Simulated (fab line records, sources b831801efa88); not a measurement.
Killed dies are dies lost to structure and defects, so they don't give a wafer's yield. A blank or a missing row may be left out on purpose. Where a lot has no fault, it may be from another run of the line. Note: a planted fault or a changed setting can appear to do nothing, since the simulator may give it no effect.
Which of the tools did it? || flow sky130 || 12 lots, 36 wafers sampled, at 5 steps of a route of 708

## WHAT THE GAUGES READ, wafer by wafer
SKY_CAPM_OVL_MEAS_12.
{"lot": "L217", "measured": "day 37 05:19", "on": "overlay-02", "CAPM_OVL (nm)": "-0.5 0.6 0.3"}
{"lot": "L219", "measured": "day 37 19:07", "on": "overlay-02", "CAPM_OVL (nm)": "2.6 1.2 2.1"}
{"lot": "L220", "measured": "day 38 12:52", "on": "overlay-02", "CAPM_OVL (nm)": "0.4 -0.2 0.3"}
{"lot": "L230", "measured": "day 41 09:05", "on": "overlay-01", "CAPM_OVL (nm)": "2.3 0.1 0.8"}
{"lot": "L234", "measured": "day 42 06:07", "on": "overlay-01", "CAPM_OVL (nm)": "-1.5 -1.0 0.2"}
{"lot": "L238", "measured": "day 43 20:41", "on": "overlay-02", "CAPM_OVL (nm)": "-0.1 -0.1 0.8"}
{"lot": "L239", "measured": "day 43 21:34", "on": "overlay-01", "CAPM_OVL (nm)": "1.8 2.3 0.9"}
{"lot": "L237", "measured": "day 44 00:37", "on": "overlay-01", "CAPM_OVL (nm)": "0.3 0.1 1.4"}
{"lot": "L240", "measured": "day 44 03:28", "on": "overlay-02", "CAPM_OVL (nm)": "0.9 1.8 -1.1"}

## EACH LOT AND THE TOOL THAT RAN IT (in order: tool; ch and the chambers of the sampled wafers; start)
{"lot": "L217", "SKY_VIA1_SPUTTER_20": "pvd_sputter-04, day 33 18:25", "SKY_METAL2_SPUTTER_04": "pvd_sputter-02, day 33 19:08", "SKY_VIA2_ETCH_15": "rie_diel-04 ch 0,2,3, day 36 02:03", "SKY_VIA2_STRIP_16": "plasma_asher-02 ch 1, day 36 02:07"}
{"lot": "L219", "SKY_VIA1_SPUTTER_20": "pvd_sputter-01, day 34 09:27", "SKY_METAL2_SPUTTER_04": "pvd_sputter-03, day 34 10:10", "SKY_VIA2_ETCH_15": "rie_diel-01 ch 1,3, day 36 15:54", "SKY_VIA2_STRIP_16": "plasma_asher-01 ch 0,1, day 36 15:58"}
{"lot": "L220", "SKY_VIA1_SPUTTER_20": "pvd_sputter-04, day 35 03:31", "SKY_METAL2_SPUTTER_04": "pvd_sputter-04, day 35 04:14", "SKY_VIA2_ETCH_15": "rie_diel-04 ch 0,1,3, day 37 10:13", "SKY_VIA2_STRIP_16": "plasma_asher-01 ch 0,1, day 37 10:17"}
{"lot": "L230", "SKY_VIA1_SPUTTER_20": "pvd_sputter-01, day 38 03:37", "SKY_METAL2_SPUTTER_04": "pvd_sputter-03, day 38 04:20", "SKY_VIA2_ETCH_15": "rie_diel-03 ch 2,3, day 40 07:42", "SKY_VIA2_STRIP_16": "plasma_asher-01 ch 0,1, day 40 07:48"}
{"lot": "L231", "SKY_VIA1_SPUTTER_20": "pvd_sputter-01, day 38 08:12", "SKY_METAL2_SPUTTER_04": "pvd_sputter-04, day 38 08:56", "SKY_VIA2_ETCH_15": "rie_diel-03 ch 0,2,3, day 40 12:04", "SKY_VIA2_STRIP_16": "plasma_asher-02 ch 0,1, day 40 12:08"}
{"lot": "L232", "SKY_VIA1_SPUTTER_20": "pvd_sputter-03, day 38 09:25", "SKY_METAL2_SPUTTER_04": "pvd_sputter-02, day 38 10:08", "SKY_VIA2_ETCH_15": "rie_diel-04 ch 0,1,3, day 40 13:37", "SKY_VIA2_STRIP_16": "plasma_asher-02 ch 0, day 40 13:40"}
{"lot": "L233", "SKY_VIA1_SPUTTER_20": "pvd_sputter-03, day 38 18:35", "SKY_METAL2_SPUTTER_04": "pvd_sputter-04, day 38 19:19", "SKY_VIA2_ETCH_15": "rie_diel-01 ch 0,2,3, day 40 22:42", "SKY_VIA2_STRIP_16": "plasma_asher-01 ch 0,1, day 40 22:46"}
{"lot": "L234", "SKY_VIA1_SPUTTER_20": "pvd_sputter-03, day 39 01:23", "SKY_METAL2_SPUTTER_04": "pvd_sputter-04, day 39 02:15", "SKY_VIA2_ETCH_15": "rie_diel-01 ch 0,1,2, day 41 05:07", "SKY_VIA2_STRIP_16": "plasma_asher-03 ch 0, day 41 05:10"}
{"lot": "L238", "SKY_VIA1_SPUTTER_20": "pvd_sputter-03, day 40 19:01", "SKY_METAL2_SPUTTER_04": "pvd_sputter-04, day 40 19:45", "SKY_VIA2_ETCH_15": "rie_diel-03 ch 1,2,3, day 42 19:58", "SKY_VIA2_STRIP_16": "plasma_asher-01 ch 0,1, day 42 20:02"}
{"lot": "L239", "SKY_VIA1_SPUTTER_20": "pvd_sputter-03, day 40 20:02", "SKY_METAL2_SPUTTER_04": "pvd_sputter-02, day 40 20:46", "SKY_VIA2_ETCH_15": "rie_diel-04 ch 0,1,2, day 42 21:49", "SKY_VIA2_STRIP_16": "plasma_asher-01 ch 0,1, day 42 21:52"}
{"lot": "L237", "SKY_VIA1_SPUTTER_20": "pvd_sputter-04, day 40 22:44", "SKY_METAL2_SPUTTER_04": "pvd_sputter-04, day 40 23:28", "SKY_VIA2_ETCH_15": "rie_diel-03 ch 2,3, day 42 23:58", "SKY_VIA2_STRIP_16": "plasma_asher-03 ch 0, day 43 00:02"}
{"lot": "L240", "SKY_VIA1_SPUTTER_20": "pvd_sputter-01, day 41 02:20", "SKY_METAL2_SPUTTER_04": "pvd_sputter-04, day 41 03:04", "SKY_VIA2_ETCH_15": "rie_diel-03 ch 2,3, day 43 03:51", "SKY_VIA2_STRIP_16": "plasma_asher-03 ch 1, day 43 03:55"}
- SKY_VIA1_SPUTTER_20: material TiN, target thk 20 nm, time 80 s.
- SKY_METAL2_SPUTTER_04: material TiN, target thk 70 nm, time 58.3 s.
- SKY_VIA2_ETCH_15: etches SiO2 in C4F8/O2/Ar, stops on TiN, target depth 546 nm, time 84 s.
- SKY_VIA2_STRIP_16: strips in O2/N2.

## AS READ BY THE TOOLS THEMSELVES (means over the sampled wafers that have a number; for cases with no such wafer, the mark the record gives instead)
SKY_VIA1_SPUTTER_20.
{"lot": "L217", "tool": "pvd_sputter-04", "throttle_valve_pct (%)": 28.2}
{"lot": "L219", "tool": "pvd_sputter-01", "throttle_valve_pct (%)": 29.9}
{"lot": "L220", "tool": "pvd_sputter-04", "throttle_valve_pct (%)": 29.2}
{"lot": "L230", "tool": "pvd_sputter-01", "throttle_valve_pct (%)": 30.4}
{"lot": "L231", "tool": "pvd_sputter-01", "throttle_valve_pct (%)": 31.3}
{"lot": "L232", "tool": "pvd_sputter-03", "throttle_valve_pct (%)": 29.0}
{"lot": "L233", "tool": "pvd_sputter-03", "throttle_valve_pct (%)": 29.8}
{"lot": "L234", "tool": "pvd_sputter-03", "throttle_valve_pct (%)": 29.0}
{"lot": "L238", "tool": "pvd_sputter-03", "throttle_valve_pct (%)": 29.1}
{"lot": "L239", "tool": "pvd_sputter-03", "throttle_valve_pct (%)": 29.0}
{"lot": "L237", "tool": "pvd_sputter-04", "throttle_valve_pct (%)": 28.8}
{"lot": "L240", "tool": "pvd_sputter-01", "throttle_valve_pct (%)": 30.4}

SKY_METAL2_SPUTTER_04.
{"lot": "L217", "tool": "pvd_sputter-02", "throttle_valve_pct (%)": 29.1}
{"lot": "L219", "tool": "pvd_sputter-03", "throttle_valve_pct (%)": 29.9}
{"lot": "L220", "tool": "pvd_sputter-04", "throttle_valve_pct (%)": 29.7}
{"lot": "L230", "tool": "pvd_sputter-03", "throttle_valve_pct (%)": 29.6}
{"lot": "L231", "tool": "pvd_sputter-04", "throttle_valve_pct (%)": 29.6}
{"lot": "L232", "tool": "pvd_sputter-02", "throttle_valve_pct (%)": 30.3}
{"lot": "L233", "tool": "pvd_sputter-04", "throttle_valve_pct (%)": 29.6}
{"lot": "L234", "tool": "pvd_sputter-04", "throttle_valve_pct (%)": 30.1}
{"lot": "L238", "tool": "pvd_sputter-04", "throttle_valve_pct (%)": 29.4}
{"lot": "L239", "tool": "pvd_sputter-02", "throttle_valve_pct (%)": 30.5}
{"lot": "L237", "tool": "pvd_sputter-04", "throttle_valve_pct (%)": 28.2}
{"lot": "L240", "tool": "pvd_sputter-04", "throttle_valve_pct (%)": 29.4}

SKY_VIA2_ETCH_15.
{"lot": "L217", "tool": "rie_diel-04", "bias_w (W)": 1201, "chamber_pressure_mTorr (mTorr)": 39.98, "oes_product_au (a.u.)": 0.941}
{"lot": "L219", "tool": "rie_diel-01", "bias_w (W)": 1202, "chamber_pressure_mTorr (mTorr)": 39.98, "oes_product_au (a.u.)": 0.941}
{"lot": "L220", "tool": "rie_diel-04", "bias_w (W)": 1200, "chamber_pressure_mTorr (mTorr)": 40.01, "oes_product_au (a.u.)": 0.938}
{"lot": "L230", "tool": "rie_diel-03", "bias_w (W)": 1195, "chamber_pressure_mTorr (mTorr)": 40.00, "oes_product_au (a.u.)": 0.944}
{"lot": "L231", "tool": "rie_diel-03", "bias_w (W)": "-", "chamber_pressure_mTorr (mTorr)": "-", "oes_product_au (a.u.)": "-"}
{"lot": "L232", "tool": "rie_diel-04", "bias_w (W)": "-", "chamber_pressure_mTorr (mTorr)": "-", "oes_product_au (a.u.)": "-"}
{"lot": "L233", "tool": "rie_diel-01", "bias_w (W)": "-", "chamber_pressure_mTorr (mTorr)": "-", "oes_product_au (a.u.)": "-"}
{"lot": "L234", "tool": "rie_diel-01", "bias_w (W)": 1200, "chamber_pressure_mTorr (mTorr)": 40.02, "oes_product_au (a.u.)": 0.939}
{"lot": "L238", "tool": "rie_diel-03", "bias_w (W)": 1200, "chamber_pressure_mTorr (mTorr)": 39.99, "oes_product_au (a.u.)": 0.939}
{"lot": "L239", "tool": "rie_diel-04", "bias_w (W)": 1199, "chamber_pressure_mTorr (mTorr)": 39.99, "oes_product_au (a.u.)": 0.939}
{"lot": "L237", "tool": "rie_diel-03", "bias_w (W)": 1200, "chamber_pressure_mTorr (mTorr)": 39.96, "oes_product_au (a.u.)": 0.940}
{"lot": "L240", "tool": "rie_diel-03", "bias_w (W)": 1198, "chamber_pressure_mTorr (mTorr)": 39.99, "oes_product_au (a.u.)": 0.941}

SKY_VIA2_STRIP_16.
{"lot": "L217", "tool": "plasma_asher-02", "drypump_motor_current_A (A)": 5.8, "oes_product_au (a.u.)": 0.395, "strip_time_to_endpoint_s (s)": 4.03}
{"lot": "L219", "tool": "plasma_asher-01", "drypump_motor_current_A (A)": 5.4, "oes_product_au (a.u.)": 0.401, "strip_time_to_endpoint_s (s)": 4.10}
{"lot": "L220", "tool": "plasma_asher-01", "drypump_motor_current_A (A)": 5.2, "oes_product_au (a.u.)": 0.400, "strip_time_to_endpoint_s (s)": 4.04}
{"lot": "L230", "tool": "plasma_asher-01", "drypump_motor_current_A (A)": 5.2, "oes_product_au (a.u.)": 0.400, "strip_time_to_endpoint_s (s)": 4.04}
{"lot": "L231", "tool": "plasma_asher-02", "drypump_motor_current_A (A)": 5.7, "oes_product_au (a.u.)": 0.444, "strip_time_to_endpoint_s (s)": 5.19}
{"lot": "L232", "tool": "plasma_asher-02", "drypump_motor_current_A (A)": 5.7, "oes_product_au (a.u.)": 0.444, "strip_time_to_endpoint_s (s)": 5.20}
{"lot": "L233", "tool": "plasma_asher-01", "drypump_motor_current_A (A)": 5.5, "oes_product_au (a.u.)": 0.446, "strip_time_to_endpoint_s (s)": 5.21}
{"lot": "L234", "tool": "plasma_asher-03", "drypump_motor_current_A (A)": 6.1, "oes_product_au (a.u.)": 0.397, "strip_time_to_endpoint_s (s)": 4.06}
{"lot": "L238", "tool": "plasma_asher-01", "drypump_motor_current_A (A)": 5.5, "oes_product_au (a.u.)": 0.401, "strip_time_to_endpoint_s (s)": 4.06}
{"lot": "L239", "tool": "plasma_asher-01", "drypump_motor_current_A (A)": 5.2, "oes_product_au (a.u.)": 0.402, "strip_time_to_endpoint_s (s)": 4.07}
{"lot": "L237", "tool": "plasma_asher-03", "drypump_motor_current_A (A)": 6.1, "oes_product_au (a.u.)": 0.398, "strip_time_to_endpoint_s (s)": 4.07}
{"lot": "L240", "tool": "plasma_asher-03", "drypump_motor_current_A (A)": 5.1, "oes_product_au (a.u.)": 0.397, "strip_time_to_endpoint_s (s)": 4.06}

## THE ANSWER, worked out from the rows above alone
Rule: usual is defined by the lots themselves. Put in order of their means at a reading, lots are off if they are a third of the lots or fewer, leave a main group of 4 or more, and stand apart from it by a gap of 3 or more times the standard deviation of the main group's means; of several such gaps the widest counts. The tables above print the reading to a certain number of digits; a main group whose means all agree to those digits is not used. Also off: a lot with no number at a reading for which 4 or more lots have one. All remaining lots with rows at the step are treated as sound. First the gauges in route order, then the tools' own readings, where a lot's mean is used as printed above. The first step at which some lot is off is used, and at that step the reading that is off furthest; a lot without a number counts as furthest.
Off: L231, L232, L233, at SKY_VIA2_ETCH_15 (bias_w). Without a number there: L231, L232, L233. Mean 1199 W and standard deviation 1.9 in the main group.
A tool fits if, at that step or a process step before it, it ran every lot that is off, and no sound lot after the first of them. Not one of the candidates tried fits.

## WHAT THE SIMULATOR PUT IN
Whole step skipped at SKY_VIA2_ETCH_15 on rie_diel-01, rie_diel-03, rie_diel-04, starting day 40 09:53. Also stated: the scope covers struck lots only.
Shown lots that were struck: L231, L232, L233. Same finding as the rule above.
